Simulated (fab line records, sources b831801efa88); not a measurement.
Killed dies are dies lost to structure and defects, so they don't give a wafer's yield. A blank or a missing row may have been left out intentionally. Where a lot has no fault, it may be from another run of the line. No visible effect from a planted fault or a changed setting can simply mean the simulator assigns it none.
The same fault as seen by 2 desks :: flow sfq_line :: every desk sees just its own numbers, and what lay behind them comes last

AT THE METROLOGY DESK
What the gauges read for every lot (on any tool): the sampled wafers with a number, averaged. If a lot's mean is further than 4 standard deviations from the usual mean, the lot is out of limits and carries the mark OUT (the distance appears in the brackets).
Columns: A = J5_OVL at SFQ_JJ_OVL_MEAS_931, usual -4 nm; B = I5_OVL at SFQ_I5_OVL_MEAS_936, usual -2 nm
lot: L821
first seen here: day 55 19:01
A: -3
B: -8

lot: L822
first seen here: day 56 10:16
A: -0
B: 1

lot: L824
first seen here: day 56 20:38
A: -8
B: 0

lot: L826
first seen here: day 62 11:37
A: 0
B: -5

lot: L827
first seen here: day 63 07:26
A: -6
B: 4

lot: L829
first seen here: day 64 00:13
A: 2
B: 1

lot: L830
first seen here: day 64 21:36
A: -0
B: -3

lot: L831
first seen here: day 65 00:00
A: -4
B: 77 (+17) OUT

lot: L832
first seen here: day 65 09:36
A: -8
B: 73 (+17) OUT

lot: L833
first seen here: day 65 16:59
A: -16
B: 76 (+17) OUT

lot: L834
first seen here: day 65 18:39
A: -7
B: 68 (+16) OUT

lot: L835
first seen here: day 66 06:14
A: -4
B: 2

lot: L836
first seen here: day 66 08:38
A: 1
B: -7

lot: L839
first seen here: day 66 20:38
A: -1
B: -1

lot: L842
first seen here: day 67 06:14
A: -4
B: -9

lot: L843
first seen here: day 68 09:49
A: 0
B: 4
Per this desk, out of limits: L831, L832, L833, L834; the first was L831, day 69 22:30 (I5_OVL at SFQ_I5_OVL_MEAS_936). L821, L822, L824, L826, L827, L829, L830, L835, L836, L839, L842, L843 stayed within limits.

AT THE TOOL OWNER'S DESK: krf_scanner-02
The tool's own readings at SFQ_TRILAYER_I5_LITHO_EXPOSE_145 (exposes mask I5, target cd 700 nm): means of the sampled wafers that have a number, for each lot that ran on this tool. If a lot's mean is further than 4 standard deviations from the usual mean, the lot is out of limits and carries the mark OUT (the distance appears in the brackets).
Columns: A = reticle_temp_C at SFQ_TRILAYER_I5_LITHO_EXPOSE_145, usual 22.98 C; B = stage_vel_mm_s at SFQ_TRILAYER_I5_LITHO_EXPOSE_145, usual 500.00 mm/s
lot: L821
first seen here: day 67 14:19
A: 22.93
B: 499.94

lot: L822
first seen here: day 67 15:31
A: 23.00
B: 500.17

lot: L829
first seen here: day 69 17:24
A: 23.02
B: 500.22

lot: L830
first seen here: day 69 19:48
A: 22.96
B: 499.90

lot: L831
first seen here: day 69 21:00
A: 22.85
B: 500.27

lot: L832
first seen here: day 69 22:12
A: 23.02
B: 500.02

lot: L833
first seen here: day 69 23:48
A: 23.07
B: 500.40

lot: L834
first seen here: day 73 00:56
A: 23.10
B: 500.11
This desk's verdict: no lot among the 8 shows anything out of limits.

TAKEN TOGETHER
At day 69 22:30 the metrology desk could have sounded an alarm, on L831, L832, L833, L834.
The desk of the tool owner found nothing out of limits.
The tool owner's desk has L831, L832, L833, L834 on record, within its limits.
SFQ_TRILAYER_I5_LITHO_EXPOSE_145 was run on krf_scanner-02 by each of the lots named.

WHAT THE SIMULATOR PUT IN
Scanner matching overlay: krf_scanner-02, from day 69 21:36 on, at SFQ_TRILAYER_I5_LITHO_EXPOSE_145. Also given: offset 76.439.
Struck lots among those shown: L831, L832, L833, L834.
Delay in hours, fault start to first out-of-limits reading, per desk: metrology desk 1.
